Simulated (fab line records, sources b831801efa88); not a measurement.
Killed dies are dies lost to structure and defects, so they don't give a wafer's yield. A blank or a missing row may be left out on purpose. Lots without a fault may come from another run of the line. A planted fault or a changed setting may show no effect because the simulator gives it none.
Which tool did it? | flow gf180mcu | 14 lots, 42 wafers sampled, at 5 steps of a route of 602

WHAT THE GAUGES READ, wafer by wafer
GF_V4_THK_MEAS_25: measures by xrf. Usual: V4_W_THK 345 nm, standard deviation 6.3.
lot  | measured     | on            | V4_W_THK (nm) | flag
L748 | day 24 06:23 | film_metro-02 | 353 352 348   |
L749 | day 24 19:31 | film_metro-01 | 350 351 357   |
L750 | day 25 05:03 | film_metro-04 | 351 345 344   |
L754 | day 26 14:08 | film_metro-02 | 347 350 349   |
L760 | day 28 16:20 | film_metro-04 | 343 344 343   |
L761 | day 29 00:51 | film_metro-02 | 354 352 350   |
L762 | day 29 04:27 | film_metro-01 | 335 336 336   |
L764 | day 29 13:49 | film_metro-04 | 349 344 346   |
L765 | day 29 22:07 | film_metro-02 | 343 345 344   |
L766 | day 30 05:41 | film_metro-04 | 334 334 332   |
L767 | day 30 12:00 | film_metro-01 | 336 337 337   |
L768 | day 30 16:01 | film_metro-02 | 357 350 354   |
L769 | day 31 00:20 | film_metro-04 | 349 345 342   |
L770 | day 31 06:08 | film_metro-01 | 342 343 341   |

GF_MIM_THK_MEAS_06. Usual: MIM_CVD_05_THK 42.2 nm, standard deviation 0.48.
lot  | measured     | on            | MIM_CVD_05_THK (nm) | flag
L748 | day 24 07:01 | film_metro-03 | 42.0 42.6 42.8      |
L749 | day 24 20:07 | film_metro-03 | 42.0 42.6 42.4      |
L750 | day 25 05:41 | film_metro-02 | 42.3 41.9 42.5      |
L754 | day 26 14:44 | film_metro-02 | 42.3 42.6 42.6      |
L760 | day 28 16:57 | film_metro-03 | 41.4 41.6 42.3      |
L761 | day 29 01:28 | film_metro-03 | 41.9 42.2 42.3      |
L762 | day 29 05:04 | film_metro-02 | 41.8 42.1 42.1      |
L764 | day 29 14:26 | film_metro-04 | 42.3 42.5 43.0      |
L765 | day 29 22:44 | film_metro-02 | 41.6 42.6 42.4      |
L766 | day 30 06:18 | film_metro-04 | 41.8 41.7 42.3      |
L767 | day 30 12:37 | film_metro-04 | 42.2 42.1 42.7      |
L768 | day 30 17:01 | film_metro-02 | 41.6 41.4 42.8      |
L769 | day 31 01:11 | film_metro-03 | 42.7 41.9 42.9      |
L770 | day 31 06:59 | film_metro-04 | 42.0 42.4 42.7      |

GF_MIM_RS_MEAS_10: measures by four-point-probe. Usual: MIM_ALCU_RS 0.1606 ohm/sq, standard deviation 0.0018.
lot  | measured     | on            | MIM_ALCU_RS (ohm/sq)                      | flag
L748 | day 24 07:14 | film_metro-04 | 0.1614 0.1623 0.1596                      |
L749 | day 24 20:18 | film_metro-04 | 0.1586 0.1595 0.1588                      |
L750 | day 25 05:50 | film_metro-03 | 0.1649 0.1628 0.1649                      |
L754 | day 26 14:55 | film_metro-03 | 0.1603 0.1605 0.1614                      |
L760 | day 28 17:07 | film_metro-02 | 9.1982 9.1454 9.1192 9.2007 9.1600 9.1161 | OFF
L761 | day 29 01:37 | film_metro-02 | 9.3249 9.5175 9.3976 9.3193 9.5055 9.4080 | OFF
L762 | day 29 05:14 | film_metro-03 | 9.1687 9.2741 9.1515 9.1882 9.2788 9.1667 | OFF
L764 | day 29 14:37 | film_metro-03 | 0.1610 0.1608 0.1623                      |
L765 | day 29 22:55 | film_metro-04 | 0.1629 0.1644 0.1626                      |
L766 | day 30 06:28 | film_metro-02 | 0.1635 0.1617 0.1620                      |
L767 | day 30 12:46 | film_metro-04 | 0.1618 0.1623 0.1628                      |
L768 | day 30 17:10 | film_metro-04 | 0.1578 0.1594 0.1571                      |
L769 | day 31 01:20 | film_metro-04 | 0.1604 0.1615 0.1608                      |
L770 | day 31 07:08 | film_metro-02 | 0.1587 0.1574 0.1583                      |

WHICH TOOL RAN EACH LOT (tool, then ch and the chambers of the sampled wafers, then the start)
lot  | GF_MIM_SPUTTER_01            | GF_MIM_SPUTTER_08
L748 | pvd_sputter-04, day 24 06:51 | pvd_sputter-02, day 24 07:08
L749 | pvd_sputter-01, day 24 19:58 | pvd_sputter-04, day 24 20:13
L750 | pvd_sputter-04, day 25 05:31 | pvd_sputter-02, day 25 05:47
L754 | pvd_sputter-01, day 26 14:34 | pvd_sputter-02, day 26 14:50
L760 | pvd_sputter-04, day 28 16:48 | pvd_sputter-01, day 28 17:03
L761 | pvd_sputter-02, day 29 01:19 | pvd_sputter-04, day 29 01:34
L762 | pvd_sputter-02, day 29 04:54 | pvd_sputter-04, day 29 05:10
L764 | pvd_sputter-01, day 29 14:16 | pvd_sputter-04, day 29 14:31
L765 | pvd_sputter-01, day 29 22:34 | pvd_sputter-02, day 29 22:49
L766 | pvd_sputter-04, day 30 06:09 | pvd_sputter-02, day 30 06:25
L767 | pvd_sputter-01, day 30 12:28 | pvd_sputter-04, day 30 12:43
L768 | pvd_sputter-04, day 30 16:50 | pvd_sputter-01, day 30 17:07
L769 | pvd_sputter-04, day 31 01:02 | pvd_sputter-01, day 31 01:17
L770 | pvd_sputter-01, day 31 06:50 | pvd_sputter-04, day 31 07:05
- GF_MIM_SPUTTER_01: material TiN, target thk 30 nm, time 25 s.
- GF_MIM_SPUTTER_08: material AlCu, target thk 200 nm, time 10.6 s.

WHAT THE TOOLS THEMSELVES READ (means of the sampled wafers that have a number; where no wafer has one, the mark that the record gives instead)
GF_MIM_SPUTTER_01. Usual: cathode_dc_power_W 6500.0 W, standard deviation 1.2; chamber_pressure_pa 0.4000 Pa, standard deviation 0.00071; throttle_valve_pct 29.8 %, standard deviation 1.1.
lot  | tool           | cathode_dc_power_W (W) | chamber_pressure_pa (Pa) | throttle_valve_pct (%) | flag
L748 | pvd_sputter-04 | 6500.1                 | 0.3999                   | 28.6                   |
L749 | pvd_sputter-01 | 6499.8                 | 0.3997                   | 30.0                   |
L750 | pvd_sputter-04 | 6500.2                 | 0.4003                   | 29.1                   |
L754 | pvd_sputter-01 | 6500.9                 | 0.4002                   | 31.0                   |
L760 | pvd_sputter-04 | 6500.0                 | 0.3991                   | 29.7                   |
L761 | pvd_sputter-02 | 6498.9                 | 0.4001                   | 29.9                   |
L762 | pvd_sputter-02 | 6500.8                 | 0.3995                   | 30.6                   |
L764 | pvd_sputter-01 | 6499.6                 | 0.3999                   | 30.2                   |
L765 | pvd_sputter-01 | 6499.9                 | 0.3994                   | 30.5                   |
L766 | pvd_sputter-04 | 6500.8                 | 0.3997                   | 29.2                   |
L767 | pvd_sputter-01 | 6499.5                 | 0.4003                   | 30.5                   |
L768 | pvd_sputter-04 | 6498.6                 | 0.4001                   | 29.4                   |
L769 | pvd_sputter-04 | 6500.3                 | 0.3997                   | 29.4                   |
L770 | pvd_sputter-01 | 6499.0                 | 0.4000                   | 30.8                   |

GF_MIM_SPUTTER_08. Usual: cathode_dc_power_W 10600 W, standard deviation 1.8; chamber_pressure_pa 0.4001 Pa, standard deviation 0.00074; throttle_valve_pct 29.9 %, standard deviation 1.1.
lot  | tool           | cathode_dc_power_W (W) | chamber_pressure_pa (Pa) | throttle_valve_pct (%) | flag
L748 | pvd_sputter-02 | 10601                  | 0.4001                   | 31.0                   |
L749 | pvd_sputter-04 | 10599                  | 0.4003                   | 28.6                   |
L750 | pvd_sputter-02 | 10600                  | 0.3997                   | 29.5                   |
L754 | pvd_sputter-02 | 10600                  | 0.4010                   | 30.2                   |
L760 | pvd_sputter-01 | -                      | -                        | -                      | OFF
L761 | pvd_sputter-04 | -                      | -                        | -                      | OFF
L762 | pvd_sputter-04 | -                      | -                        | -                      | OFF
L764 | pvd_sputter-04 | 10600                  | 0.4008                   | 29.1                   |
L765 | pvd_sputter-02 | 10598                  | 0.4006                   | 30.7                   |
L766 | pvd_sputter-02 | 10599                  | 0.4002                   | 30.0                   |
L767 | pvd_sputter-04 | 10600                  | 0.4010                   | 29.3                   |
L768 | pvd_sputter-01 | 10601                  | 0.4001                   | 29.6                   |
L769 | pvd_sputter-01 | 10600                  | 0.3995                   | 30.1                   |
L770 | pvd_sputter-04 | 10600                  | 0.4007                   | 28.6                   |

THE ANSWER, worked out from the rows above alone
Rule: a lot is off if the mean of its wafers that have a number lies more than 3 standard deviations from the usual mean. A lot without any number at a reading at which 4 lots or more have one is off too. The other lots that the step has rows for count as sound. The gauges are gone through in route order, then the tools' own readings, and for those a lot's mean is taken as printed above. The first step at which some lot is off is used, and at that step the reading that is off furthest; a lot without a number counts as furthest.
Off: L760, L761, L762, at GF_MIM_RS_MEAS_10 (MIM_ALCU_RS).
A tool fits if, at a process step before that reading, it ran every lot that is off, and no sound lot after the first of them. The gauges at GF_MIM_RS_MEAS_10 aren't tried: what is off there is off at GF_MIM_SPUTTER_08 too, on other tools, and a gauge's error can't cause that. None of those tried fits.

WHAT THE SIMULATOR HAD PUT IN
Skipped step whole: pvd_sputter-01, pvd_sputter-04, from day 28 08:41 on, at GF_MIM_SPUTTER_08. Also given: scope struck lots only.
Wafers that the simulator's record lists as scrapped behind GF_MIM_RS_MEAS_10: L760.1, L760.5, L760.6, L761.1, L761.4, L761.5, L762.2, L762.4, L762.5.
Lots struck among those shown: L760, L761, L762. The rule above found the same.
